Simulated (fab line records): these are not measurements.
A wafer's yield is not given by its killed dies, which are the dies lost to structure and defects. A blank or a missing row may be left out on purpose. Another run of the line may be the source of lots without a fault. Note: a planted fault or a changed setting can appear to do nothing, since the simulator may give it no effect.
Matching of chambers / flow gf180mcu / GF_CONTACT_CMP_04 on cmp-01: 4 sister chambers
The step polishes SiO2. 4 wafers are shown with their chamber, then 9 later ones without.

WAFERS WITH THEIR CHAMBER
wafer=L127.6; chamber=3; motor current A (A)=11.2
wafer=L129.5; chamber=2; motor current A (A)=10.4
wafer=L130.5; chamber=0; motor current A (A)=11.9
wafer=L130.6; chamber=1; motor current A (A)=13.6

WAFERS MISSING THEIR CHAMBER
wafer=L133.1; motor current A (A)=12.1
wafer=L133.3; motor current A (A)=11.5
wafer=L133.4; motor current A (A)=10.7
wafer=L135.1; motor current A (A)=12.0
wafer=L135.3; motor current A (A)=11.1
wafer=L135.5; motor current A (A)=10.3
wafer=L142.2; motor current A (A)=10.3
wafer=L142.3; motor current A (A)=13.6
wafer=L142.6; motor current A (A)=11.6

WHICH CHAMBER EACH ONE RAN IN
wafer=L133.1; from the rows above=0; in truth=0
wafer=L133.3; from the rows above=can't be placed: 3 or 0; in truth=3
wafer=L133.4; from the rows above=can't be placed: 2 or 3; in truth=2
wafer=L135.1; from the rows above=0; in truth=0
wafer=L135.3; from the rows above=3; in truth=3
wafer=L135.5; from the rows above=2; in truth=2
wafer=L142.2; from the rows above=2; in truth=2
wafer=L142.3; from the rows above=1; in truth=1
wafer=L142.6; from the rows above=can't be placed: 0 or 3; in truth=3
Correct placement for 6 of the 9. Cannot be placed on the basis of these rows: 3; the candidates contain the true chamber in 3. 0 placed wrongly.
How it was worked out, from the rows above alone: a wafer's distance from a chamber is the root of the sum, over the readings, of the square of ((its reading less the chamber's mean) divided by the reading's scatter). If the next closest chamber is less than 2 further off than the closest, the wafer can't be placed; otherwise it belongs to the closest. A chamber's mean is the mean of its shown wafers. The scatter: root of mean squared gap, hidden wafer to nearest shown wafer, with one shown wafer a chamber.
